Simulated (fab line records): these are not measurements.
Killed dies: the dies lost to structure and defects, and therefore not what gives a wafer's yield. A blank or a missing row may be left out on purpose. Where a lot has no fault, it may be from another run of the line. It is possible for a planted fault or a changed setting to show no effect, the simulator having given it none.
Commonality check across tools -- flow gf180mcu -- Sample size 13 lots and 42 wafers

WHAT PROMPTED THE OPENING
On 1 of the 13 lots, a flag is raised at GF_STI_CD_MEAS_12 on the reading cd-nm. Wafers without a fault read 220.2 nm, standard deviation 1.3.
Rule: a lot is flagged when every wafer of it that has a number lies more than 4 standard deviations from that mean, or none has a number. The rest of the lots are taken to be sound.

lot,measured,on,"cd-nm (nm), wafer by wafer",flag
L924,day 2 11:53,cd-sem-01,218.4 218.5 219.7,
L926,day 2 22:53,cd-sem-02,221.1 222.1 220.9,
L927,day 3 04:20,cd-sem-01,222.2 222.2 220.9,
L929,day 3 14:11,cd-sem-01,221.3 220.7 220.8,
L930,day 3 18:41,cd-sem-02,220.5 220.0 220.5,
L932,day 4 05:43,cd-sem-01,222.3 221.6 222.0,
L934,day 4 15:28,cd-sem-01,219.1 220.1 220.0,
L935,day 4 22:07,cd-sem-02,221.3 220.6 222.0,
L936,day 5 03:19,cd-sem-01,220.1 220.2 220.3,
L940,day 5 21:58,cd-sem-02,173.9 173.5 174.8 174.4 173.5 174.9,FLAGGED
L942,day 6 09:47,cd-sem-02,219.4 219.2 219.0,
L944,day 6 20:00,cd-sem-02,220.6 220.5 221.9,
L945,day 7 00:01,cd-sem-01,219.4 220.2 220.6,
The numbers of the flagged lots are 174.2 nm on average: -46.0 nm against the usual, or -35 standard deviations.

EACH LOT AND THE TOOL IT RAN ON
The record keeps 1 process step preceding the reading, out of 602 steps on the route. Cell contents, in order: the tool; ch with the chambers the sampled wafers went through; the start.
lot,flag,GF_STI_EXPOSE_09
L924,,"krf-scanner-01 ch 0, day 2 06:01"
L926,,"krf-scanner-01 ch 0, day 2 16:13"
L927,,"krf-scanner-02 ch 0, day 2 22:01"
L929,,"krf-scanner-01 ch 0, day 3 07:02"
L930,,"krf-scanner-01 ch 0, day 3 11:59"
L932,,"krf-scanner-01 ch 0, day 3 23:11"
L934,,"krf-scanner-01 ch 0, day 4 08:51"
L935,,"krf-scanner-01 ch 0, day 4 14:23"
L936,,"krf-scanner-02 ch 0, day 4 20:32"
L940,FLAGGED,"krf-scanner-01 ch 0, day 5 15:17"
L942,,"krf-scanner-01 ch 0, day 6 02:11"
L944,,"krf-scanner-01 ch 0, day 6 12:52"
L945,,"krf-scanner-02 ch 0, day 6 16:49"
These steps, and what they do:
- GF_STI_EXPOSE_09: exposes mask COMP, target cd 220 nm.
- GF_STI_CD_MEAS_12: target cd 220 nm.

FLAGGED AGAINST TOTAL, ONE TOOL AT A TIME (gauges that did the reading follow at the end)
step,tool,lots run,flagged,share of the flagged lots,sound lots run after its first flagged lot
GF_STI_EXPOSE_09,krf-scanner-01,10,1,all,"2 (L942,L944)"
GF_STI_EXPOSE_09,krf-scanner-02,3,0,none,-
GF_STI_CD_MEAS_12,cd-sem-01,7,0,none,-
GF_STI_CD_MEAS_12,cd-sem-02,6,1,all,"2 (L942,L944)"

WHAT IS ALLOWED BY THE TABLE
Table rows that saw every flagged lot: 2, namely krf-scanner-01 at GF_STI_EXPOSE_09 and cd-sem-02 at GF_STI_CD_MEAS_12.
- krf-scanner-01 at GF_STI_EXPOSE_09 ran 10 lots, 1 of them flagged. After the first flagged lot (L942, L944), sound lots still ran on it; a lasting fault on the whole tool would not permit that.
- cd-sem-02 at GF_STI_CD_MEAS_12 ran 6 lots, 1 of them flagged. After the first flagged lot (L942, L944), sound lots still ran on it; a lasting fault on the whole tool would not permit that.
There is no row in the table that ran each flagged lot and no sound lot after the first.

WHAT WAS PUT IN BY THE SIMULATOR
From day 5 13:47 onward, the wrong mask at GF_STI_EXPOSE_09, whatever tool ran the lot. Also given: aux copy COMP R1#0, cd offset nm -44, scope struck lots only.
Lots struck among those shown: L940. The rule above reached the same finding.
